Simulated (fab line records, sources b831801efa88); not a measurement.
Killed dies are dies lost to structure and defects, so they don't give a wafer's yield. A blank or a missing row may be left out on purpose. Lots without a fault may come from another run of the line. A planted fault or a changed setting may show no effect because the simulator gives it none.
Which tool did it? | flow gf180mcu | 6 lots, 18 wafers sampled, at 4 steps of a route of 602

WHAT THE GAUGES READ, wafer by wafer
GF_M2_RS_MEAS_05: measures by four-point-probe.
lot  | measured     | on            | M2_ALCU_RS (ohm/sq)
L402 | day 19 04:35 | film_metro-02 | 0.0686 0.0693 0.0694
L408 | day 21 11:15 | film_metro-02 | 0.0700 0.0715 0.0705
L411 | day 22 16:01 | film_metro-03 | 0.0706 0.0711 0.0728
L419 | day 24 22:59 | film_metro-01 | 0.0679 0.0694 0.0695
L421 | day 25 19:15 | film_metro-03 | 0.0703 0.0710 0.0698
L423 | day 26 05:04 | film_metro-03 | 0.0689 0.0685 0.0683

WHICH TOOL RAN EACH LOT (tool, then ch and the chambers of the sampled wafers, then the start)
lot  | GF_V1_ETCH_17                                 | GF_M2_SPUTTER_03             | GF_M2_SPUTTER_04
L402 | rie_diel-02 ch 0,1,3, day 19 04:31 or earlier | pvd_sputter-01, day 19 04:31 | pvd_sputter-01, day 19 04:32
L408 | rie_diel-01 ch 0,1, day 21 11:11 or earlier   | pvd_sputter-03, day 21 11:11 | pvd_sputter-03, day 21 11:13
L411 | rie_diel-02 ch 0,2,3, day 22 15:58 or earlier | pvd_sputter-03, day 22 15:58 | pvd_sputter-03, day 22 15:59
L419 | rie_diel-03 ch 0,2,3, day 24 22:55 or earlier | pvd_sputter-01, day 24 22:55 | pvd_sputter-01, day 24 22:56
L421 | rie_diel-01 ch 2,3, day 25 19:10 or earlier   | pvd_sputter-01, day 25 19:10 | pvd_sputter-01, day 25 19:11
L423 | rie_diel-02 ch 2,3, day 26 05:01 or earlier   | pvd_sputter-03, day 26 05:01 | pvd_sputter-03, day 26 05:02
- GF_V1_ETCH_17: etches SiO2 in C4F8/O2/Ar, stops on TiN, target depth 630 nm.
- GF_M2_SPUTTER_03: material Ti, target thk 10 nm, time 6.7 s.
- GF_M2_SPUTTER_04: material TiN, target thk 50 nm, time 41.7 s.

THE ANSWER, worked out from the rows above alone
Rule: what is usual is taken from the lots themselves. Put in order of their means at a reading, lots are off if they are a third of the lots or fewer, leave a main group of 4 or more, and stand apart from it by a gap of 3 or more times the standard deviation of the main group's means; of several such gaps the widest counts. A main group whose means are all the same, to the digits that the tables above print for the reading, isn't used. A lot without any number at a reading at which 4 lots or more have one is off too. The other lots that the step has rows for count as sound.
No lot is off at any reading shown: from this, nothing can be told.

WHAT THE SIMULATOR HAD PUT IN
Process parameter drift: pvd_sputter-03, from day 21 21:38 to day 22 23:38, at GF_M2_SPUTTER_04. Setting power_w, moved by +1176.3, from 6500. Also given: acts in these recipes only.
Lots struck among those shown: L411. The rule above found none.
